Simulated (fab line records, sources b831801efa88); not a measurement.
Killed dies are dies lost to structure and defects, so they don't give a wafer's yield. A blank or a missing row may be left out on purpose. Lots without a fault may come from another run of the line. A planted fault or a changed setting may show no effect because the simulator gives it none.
Which tool did it? | flow gf180mcu | 13 lots, 38 wafers sampled, at 5 steps of a route of 602

WHAT THE GAUGES READ, wafer by wafer
GF_HV_LDD_THK_MEAS_57.
lot  | measured     | on            | HV_LDD_CVD_56_THK (nm)
L652 | day 12 11:34 | film_metro-01 | 89.9 89.9 90.0
L653 | day 12 20:12 | film_metro-04 | 90.3 90.5 90.0
L654 | day 13 14:40 | film_metro-03 | 89.9 89.9 90.0
L655 | day 13 23:46 | film_metro-01 | 91.3 90.7 90.6
L656 | day 14 01:00 | film_metro-04 | 90.1 88.5 89.3
L657 | day 14 05:05 | film_metro-03 | 89.7 89.9 89.7
L664 | day 16 06:58 | film_metro-03 | 89.7 89.0
L665 | day 16 20:30 | film_metro-04 | 88.9 89.5 89.8
L667 | day 17 11:16 | film_metro-04 | 91.7 91.3 91.0
L670 | day 18 18:22 | film_metro-01 | 89.9 89.1 88.3
L669 | day 18 20:38 | film_metro-01 | 89.3 89.6 89.0
L672 | day 19 08:01 | film_metro-03 | 89.7 89.4 89.6
L673 | day 19 14:09 | film_metro-03 | 89.8 88.8 89.1

GF_NSD_OVL_MEAS_08.
lot  | measured     | on         | NSD_OVL (nm)
L652 | day 13 07:08 | overlay-01 | 1.9 1.7 3.5
L653 | day 13 16:29 | overlay-01 | 2.5 4.1 1.7
L654 | day 14 10:25 | overlay-01 | 2.0 3.7 1.8
L655 | day 14 19:40 | overlay-01 | 3.3 3.4 3.0
L656 | day 14 21:19 | overlay-02 | 1.9 3.5 1.4
L657 | day 15 02:08 | overlay-01 | -0.3 1.3 1.6
L664 | day 17 05:11 | overlay-02 | 0.2 0.8
L665 | day 17 20:11 | overlay-01 | 0.1 -0.7 0.2
L667 | day 18 10:17 | overlay-01 | 2.6 3.2 2.8
L670 | day 19 18:59 | overlay-01 | 0.5 1.4 1.2
L669 | day 19 21:23 | overlay-02 | 1.8 -0.4 1.4
L672 | day 20 08:49 | overlay-01 | 1.7 0.4 -1.2
L673 | day 20 14:50 | overlay-01 | 1.9 1.8 1.4

GF_PSD_RS_MEAS_14: measures by four-point-probe.
lot  | measured     | on            | NSD_RS (ohm/sq)
L652 | day 14 03:46 | film_metro-02 | 46.16 46.11 46.09
L653 | day 14 13:05 | film_metro-02 | 46.08 46.13 46.21
L654 | day 15 08:06 | film_metro-04 | 46.12 46.00 46.05
L655 | day 15 17:15 | film_metro-03 | 46.18 46.14 46.15
L656 | day 15 19:06 | film_metro-03 | 46.06 46.00 46.13
L657 | day 16 00:40 | film_metro-04 | 46.23 46.18 46.32
L664 | day 18 05:13 | film_metro-04 | 46.43 46.66
L665 | day 18 20:54 | film_metro-04 | 46.23 46.16 46.25
L667 | day 19 10:51 | film_metro-04 | 46.20 46.18 46.18
L670 | day 20 19:49 | film_metro-02 | 46.04 46.05 46.11
L669 | day 20 22:32 | film_metro-02 | 46.10 46.01 45.99
L672 | day 21 09:49 | film_metro-02 | 46.13 46.04 46.06
L673 | day 21 14:46 | film_metro-04 | 46.04 46.21 46.19

WHICH TOOL RAN EACH LOT (tool, then ch and the chambers of the sampled wafers, then the start)
lot  | GF_NSD_IMPLANT_10               | GF_PSD_STRIP_10
L652 | implanter-01 ch 0, day 13 07:23 | plasma_asher-01 ch 0,1, day 14 03:26
L653 | implanter-01 ch 0, day 13 16:43 | plasma_asher-04 ch 0,1, day 14 12:47
L654 | implanter-02 ch 0, day 14 10:37 | plasma_asher-03 ch 0,1, day 15 07:49
L655 | implanter-03 ch 0, day 14 19:52 | plasma_asher-03 ch 0,1, day 15 16:58
L656 | implanter-02 ch 0, day 14 21:31 | plasma_asher-03 ch 0,1, day 15 18:49
L657 | implanter-03 ch 0, day 15 02:20 | plasma_asher-01 ch 0,1, day 16 00:22
L664 | implanter-03 ch 0, day 17 05:22 | plasma_asher-04 ch 0,1, day 18 04:55
L665 | implanter-01 ch 0, day 17 20:25 | plasma_asher-03 ch 0,1, day 18 20:36
L667 | implanter-02 ch 0, day 18 10:28 | plasma_asher-04 ch 0,1, day 19 10:33
L670 | implanter-03 ch 0, day 19 19:10 | plasma_asher-04 ch 0,1, day 20 19:31
L669 | implanter-02 ch 0, day 19 21:35 | plasma_asher-03 ch 0,1, day 20 22:13
L672 | implanter-03 ch 0, day 20 09:02 | plasma_asher-03 ch 0,1, day 21 09:30
L673 | implanter-02 ch 0, day 20 15:02 | plasma_asher-04 ch 0,1, day 21 14:27
- GF_NSD_IMPLANT_10
- GF_PSD_STRIP_10: strips in O2/N2.

WHAT THE TOOLS THEMSELVES READ (means of the sampled wafers that have a number; where no wafer has one, the mark that the record gives instead)
GF_PSD_STRIP_10.
lot  | tool            | chamber_pressure_mTorr (mTorr) | drypump_motor_current_A (A) | heater_power_w (W) | n2_flow_sccm (sccm) | oes_product_au (a.u.) | strip_time_to_endpoint_s (s)
L652 | plasma_asher-01 | 1501.4                         | 6.2                         | 320                | 299.0               | 0.591                 | 16.49
L653 | plasma_asher-04 | 1499.7                         | 5.3                         | 354                | 299.1               | 0.596                 | 16.51
L654 | plasma_asher-03 | 1500.0                         | 5.5                         | 311                | 300.6               | 0.589                 | 16.49
L655 | plasma_asher-03 | 1500.1                         | 5.7                         | 333                | 299.5               | 0.587                 | 16.49
L656 | plasma_asher-03 | 1500.5                         | 5.5                         | 313                | 300.5               | 0.589                 | 16.48
L657 | plasma_asher-01 | 1500.0                         | 6.2                         | 315                | 299.1               | 0.593                 | 16.49
L664 | plasma_asher-04 | 1501.8                         | 5.5                         | 333                | 300.6               | 0.593                 | 16.54
L665 | plasma_asher-03 | 1498.8                         | 5.7                         | 329                | 299.9               | 0.588                 | 16.50
L667 | plasma_asher-04 | 1499.5                         | 5.4                         | 359                | 300.7               | 0.593                 | 16.55
L670 | plasma_asher-04 | 1500.7                         | 5.4                         | 355                | 300.2               | 0.594                 | 16.52
L669 | plasma_asher-03 | 1500.3                         | 5.5                         | 317                | 300.1               | 0.594                 | 16.56
L672 | plasma_asher-03 | 1500.6                         | 5.7                         | 339                | 299.6               | 0.594                 | 16.54
L673 | plasma_asher-04 | 1499.8                         | 5.6                         | 314                | 300.5               | 0.597                 | 16.41

THE ANSWER, worked out from the rows above alone
Rule: what is usual is taken from the lots themselves. Put in order of their means at a reading, lots are off if they are a third of the lots or fewer, leave a main group of 4 or more, and stand apart from it by a gap of 3 or more times the standard deviation of the main group's means; of several such gaps the widest counts. A main group whose means are all the same, to the digits that the tables above print for the reading, isn't used. A lot without any number at a reading at which 4 lots or more have one is off too. The other lots that the step has rows for count as sound. The gauges are gone through in route order, then the tools' own readings, and for those a lot's mean is taken as printed above. The first step at which some lot is off is used, and at that step the reading that is off furthest; a lot without a number counts as furthest.
Off: L664, at GF_PSD_RS_MEAS_14 (NSD_RS). The main group: mean 46.13 ohm/sq, standard deviation 0.065.
A tool fits if, at a process step before that reading, it ran every lot that is off, and no sound lot after the first of them. The gauges at GF_PSD_RS_MEAS_14 are tried like those tools. None of those tried fits.

WHAT THE SIMULATOR HAD PUT IN
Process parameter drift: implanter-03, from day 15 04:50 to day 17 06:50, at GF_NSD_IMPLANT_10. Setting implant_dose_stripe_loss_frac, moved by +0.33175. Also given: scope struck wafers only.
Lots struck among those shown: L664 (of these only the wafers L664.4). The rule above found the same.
